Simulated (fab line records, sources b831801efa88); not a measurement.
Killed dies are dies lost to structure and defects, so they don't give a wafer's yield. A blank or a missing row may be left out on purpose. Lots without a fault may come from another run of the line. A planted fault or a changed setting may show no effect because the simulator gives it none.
A struck lot beside a sound one | flow sfq_line | 14 steps out of a route of 325
Sound: wafers L612.2, L612.4, L612.6. Struck: wafers L614.1, L614.3, L614.6. The cause comes at the end.
At each step with rows: each side's tool, then ch and its chambers, then its first start. Under that, the readings that differ: sound wafers | struck wafers | difference of the means | sigmas: that difference in standard deviations of wafers without a fault.
alike: readings whose means differ by less than 2 such deviations, and words and numbers that are the same on both sides. not compared: withheld readings, readings that some wafer has no value for, bounds like >300 that may hide the same value, and numbers for which the record gives no deviation and whose values overlap.
The two part at a step that has a row with sigmas, a row that says differs or no value, or rows on one side only. Numbers that don't overlap but have no deviation are shown without sigmas and don't part them. A reading that every wafer of one side lacks parts them only if that side has two wafers or more.

SFQ_TRILAYER_I1_CMP_CMP_046: polishes SiO2.
  sound on cmp-01 ch 0,1,2, day 19 11:07; struck on cmp-02 ch 0,2,3, day 19 16:31
  alike: motor_current_A, time_to_endpoint_s
SFQ_I1_BOW_MEAS_912:
  sound on film_metro-02, day 19 14:08; struck on film_metro-02, day 19 19:31
  alike: I1_BOW
SFQ_TRILAYER_I1_METRO_MEASURE_047:
  sound on film_metro-02, day 19 14:26; struck on film_metro-02, day 19 19:38
  alike: thk_nm
then, 6 steps without rows for these wafers: SFQ_TRILAYER_I1_VIA_LITHO_COAT_054 (resist thk 62 nm); SFQ_TRILAYER_I1_VIA_LITHO_COAT_049 (resist thk 650 nm); SFQ_TRILAYER_I1_VIA_LITHO_SOFTBAKE_053; SFQ_TRILAYER_I1_VIA_LITHO_EXPOSE_050 (exposes mask I1, target cd 500 nm); SFQ_TRILAYER_I1_VIA_LITHO_PEB_052 (peb time 60 s); SFQ_TRILAYER_I1_VIA_LITHO_DEVELOP_051 (time 60 s).
-- the record jumps here: 7 days lie between the struck wafers' starts before and after --
SFQ_I1_OVL_MEAS_913:
  sound on overlay-02, day 26 06:55; struck on overlay-02, day 26 09:19
  alike: I1_OVL
SFQ_TRILAYER_I1_VIA_BARC_OPEN_VIA_ETCH_071: etches BARC in O2, target depth 125 nm, time 41.7 s.
  sound on rie_diel-03 ch 0,1,3, day 26 06:57; struck on rie_diel-03 ch 0,3, day 26 09:21
  alike: drypump_motor_current_A, oes_product_au
  not compared: rf_hours_counter_h
SFQ_TRILAYER_I1_VIA_ETCH_VIA_ETCH_052: etches SiO2 in CHF3, stops on Nb, target depth 260 nm.
  sound on rie_diel-03 ch 0,1,3, day 26 06:59; struck on rie_diel-03 ch 0,3, day 26 09:23
  alike: drypump_motor_current_A, oes_product_au
SFQ_TRILAYER_I1_VIA_STRIP_STRIP_053: strips in O2.
  sound on rie_metal-01 ch 0,1, day 26 07:07; struck on rie_metal-02 ch 0, day 26 09:31
  reading                        | sound             | struck            | difference | sigmas
  chamber_pressure_mTorr (mTorr) | 49.98 49.95 50.05 | 39.99 40.04 40.08 | -9.96      | -99 or more
  alike: drypump_motor_current_A, oes_product_au
  not compared: rf_hours_counter_h
then, 1 step without rows for these wafers: SFQ_TRILAYER_I1_VIA_STRIP_SOLV_CLEAN_054 (cleans in NMP, time 600 s).

WHERE THEY PART
Only at SFQ_TRILAYER_I1_VIA_STRIP_STRIP_053, within this record.

WHY: what the simulator had put in
Process parameter drift: rie_metal-02, from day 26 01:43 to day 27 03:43, at SFQ_TRILAYER_I1_VIA_STRIP_STRIP_053. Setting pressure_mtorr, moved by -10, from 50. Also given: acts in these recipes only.
